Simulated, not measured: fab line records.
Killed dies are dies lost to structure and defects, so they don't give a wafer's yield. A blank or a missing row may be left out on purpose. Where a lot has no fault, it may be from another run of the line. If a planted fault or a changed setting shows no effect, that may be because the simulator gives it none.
Matching of chambers / flow sky130 / SKY_CONTACT_CMP_04 on cmp-02 has 4 sister chambers
The step polishes SiO2. 7 wafers are shown with their chamber, then 7 later ones without.

## EACH WAFER AND ITS CHAMBER
wafer=L828.5; chamber=0; motor current A (A)=10.5; slurry flow ml min=150.6
wafer=L831.3; chamber=2; motor current A (A)=12.1; slurry flow ml min=149.6
wafer=L831.6; chamber=2; motor current A (A)=12.0; slurry flow ml min=149.6
wafer=L833.2; chamber=1; motor current A (A)=11.0; slurry flow ml min=149.4
wafer=L833.3; chamber=0; motor current A (A)=11.4; slurry flow ml min=149.7
wafer=L833.4; chamber=3; motor current A (A)=10.9; slurry flow ml min=150.7
wafer=L835.1; chamber=3; motor current A (A)=11.4; slurry flow ml min=150.1

## WAFERS WITH NO CHAMBER GIVEN
wafer=L835.3; motor current A (A)=11.4; slurry flow ml min=149.4
wafer=L835.5; motor current A (A)=11.0; slurry flow ml min=150.5
wafer=L841.1; motor current A (A)=10.7; slurry flow ml min=150.3
wafer=L841.2; motor current A (A)=12.4; slurry flow ml min=150.8
wafer=L841.5; motor current A (A)=10.6; slurry flow ml min=150.0
wafer=L843.4; motor current A (A)=11.9; slurry flow ml min=150.2
wafer=L843.6; motor current A (A)=10.8; slurry flow ml min=149.3

## EACH ONE'S CHAMBER
wafer=L835.3; from the rows above=can't be placed: 1 or 2 or 0 or 3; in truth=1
wafer=L835.5; from the rows above=can't be placed: 3 or 0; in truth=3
wafer=L841.1; from the rows above=can't be placed: 0 or 3 or 1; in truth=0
wafer=L841.2; from the rows above=can't be placed: 2 or 3 or 0 or 1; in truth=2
wafer=L841.5; from the rows above=can't be placed: 0 or 3 or 1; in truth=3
wafer=L843.4; from the rows above=can't be placed: 2 or 3 or 0 or 1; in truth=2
wafer=L843.6; from the rows above=can't be placed: 1 or 0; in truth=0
Placed correctly: 0 of 7. Can't be placed from these rows: 7 (the true chamber is among the candidates in 7). Number placed wrongly: 0.
How it was worked out, from the rows above alone: a wafer's distance from a chamber is the root of the sum, over the readings, of the square of ((its reading less the chamber's mean) divided by the reading's scatter). The wafer belongs to the nearest chamber; if the next one is less than 2 further off, it can't be placed. A chamber's mean is the mean of its shown wafers. The scatter: take each reading less its chamber's mean, square it, sum over the shown wafers, divide by the number of wafers less the number of chambers, and take the root.
